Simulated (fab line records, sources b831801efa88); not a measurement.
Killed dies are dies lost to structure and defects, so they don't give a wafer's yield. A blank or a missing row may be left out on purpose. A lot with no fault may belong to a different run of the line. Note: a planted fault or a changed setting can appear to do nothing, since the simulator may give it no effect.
Which tool is to blame?    flow sky130    Sampling: 11 lots, 32 wafers, 5 of 708 route steps

WHAT EACH GAUGE READ, for each wafer
SKY_METAL1_THK_MEAS_06: measures by xrf.
lot   measured      on             METAL1_ALCU_THK (nm)
L914  day 31 12:43  film_metro-03  250 247 254
L915  day 31 21:08  film_metro-03  244 251 250
L916  day 32 10:59  film_metro-04  254 253 254
L917  day 33 00:30  film_metro-04  248 255 252
L918  day 33 07:21  film_metro-03  251 248 251
L922  day 34 11:55  film_metro-01  254 254 250
L925  day 35 14:55  film_metro-01  251 251 253
L926  day 35 17:28  film_metro-04  251 252 252
L931  day 37 04:44  film_metro-04  252 249
L935  day 38 07:44  film_metro-04  249 247 249
L936  day 38 10:47  film_metro-04  251 249 252

EACH LOT AND THE TOOL THAT RAN IT (in order: tool; ch and the chambers of the sampled wafers; start)
lot   SKY_RES_PROTECT_STRIP_07              SKY_POLY_GATE_ETCH_15               SKY_CONTACT_COAT_09                SKY_CONTACT_STRIP_19
L914  plasma_asher-01 ch 0,1, day 15 00:18  rie_diel-01 ch 1,2, day 16 05:30    litho_track-01 ch 0, day 30 21:00  plasma_asher-03 ch 0, day 31 11:11
L915  plasma_asher-02 ch 0,1, day 15 11:08  rie_diel-02 ch 1,2,3, day 16 16:28  litho_track-02 ch 0, day 31 05:00  plasma_asher-01 ch 0,1, day 31 19:37
L916  plasma_asher-01 ch 0,1, day 15 21:02  rie_diel-01 ch 0,1, day 17 07:03    litho_track-04 ch 0, day 31 18:00  plasma_asher-03 ch 0,1, day 32 09:30
L917  plasma_asher-01 ch 0,1, day 16 10:32  rie_diel-03 ch 1,2, day 17 18:00    litho_track-01 ch 0, day 32 08:00  plasma_asher-01 ch 0,1, day 32 22:58
L918  plasma_asher-04 ch 0,1, day 16 13:35  rie_diel-03 ch 1,2, day 17 20:43    litho_track-04 ch 0, day 32 15:00  plasma_asher-01 ch 0,1, day 33 05:51
L922  plasma_asher-04 ch 0,1, day 18 02:55  rie_diel-01 ch 0,1,3, day 19 11:43  litho_track-01 ch 0, day 33 20:00  plasma_asher-02 ch 0,1, day 34 10:24
L925  plasma_asher-02 ch 0,1, day 19 10:03  rie_diel-01 ch 1,2, day 20 18:42    litho_track-02 ch 0, day 34 23:00  plasma_asher-03 ch 0,1, day 35 13:22
L926  plasma_asher-04 ch 0,1, day 19 14:46  rie_diel-02 ch 0,2,3, day 21 00:03  litho_track-02 ch 0, day 35 02:00  plasma_asher-03 ch 0,1, day 35 15:58
L931  plasma_asher-02 ch 0,1, day 21 04:32  rie_diel-01 ch 0,1, day 22 13:09    litho_track-02 ch 0, day 36 13:00  plasma_asher-02 ch 0,1, day 37 03:05
L935  plasma_asher-01 ch 0,1, day 22 15:02  rie_diel-01 ch 0,3, day 23 23:38    litho_track-01 ch 0, day 37 17:00  plasma_asher-01 ch 0,1, day 38 06:14
L936  plasma_asher-01 ch 0,1, day 22 20:51  rie_diel-01 ch 0,2, day 24 05:17    litho_track-04 ch 0, day 37 20:00  plasma_asher-01 ch 0,1, day 38 09:15
- SKY_RES_PROTECT_STRIP_07: strips in O2/N2.
- SKY_POLY_GATE_ETCH_15: etches BARC in N2/H2, stops on SiO2, time 118.5 s, target depth 110 nm.
- SKY_CONTACT_COAT_09: resist thk 450 nm.
- SKY_CONTACT_STRIP_19: strips in O2/N2.

THE ANSWER, worked out from the rows above alone
Rule: the lots themselves supply what counts as usual. Put in order of their means at a reading, lots are off if they are a third of the lots or fewer, leave a main group of 4 or more, and stand apart from it by a gap of 3 or more times the standard deviation of the main group's means; of several such gaps the widest counts. The tables above print the reading to a certain number of digits; a main group whose means all agree to those digits is not used. A lot without any number at a reading at which 4 lots or more have one is off too. Any other lot the step has rows for is counted as sound.
No lot is off at any reading shown: from this, nothing can be told.

WHAT HAD BEEN PUT IN BY THE SIMULATOR
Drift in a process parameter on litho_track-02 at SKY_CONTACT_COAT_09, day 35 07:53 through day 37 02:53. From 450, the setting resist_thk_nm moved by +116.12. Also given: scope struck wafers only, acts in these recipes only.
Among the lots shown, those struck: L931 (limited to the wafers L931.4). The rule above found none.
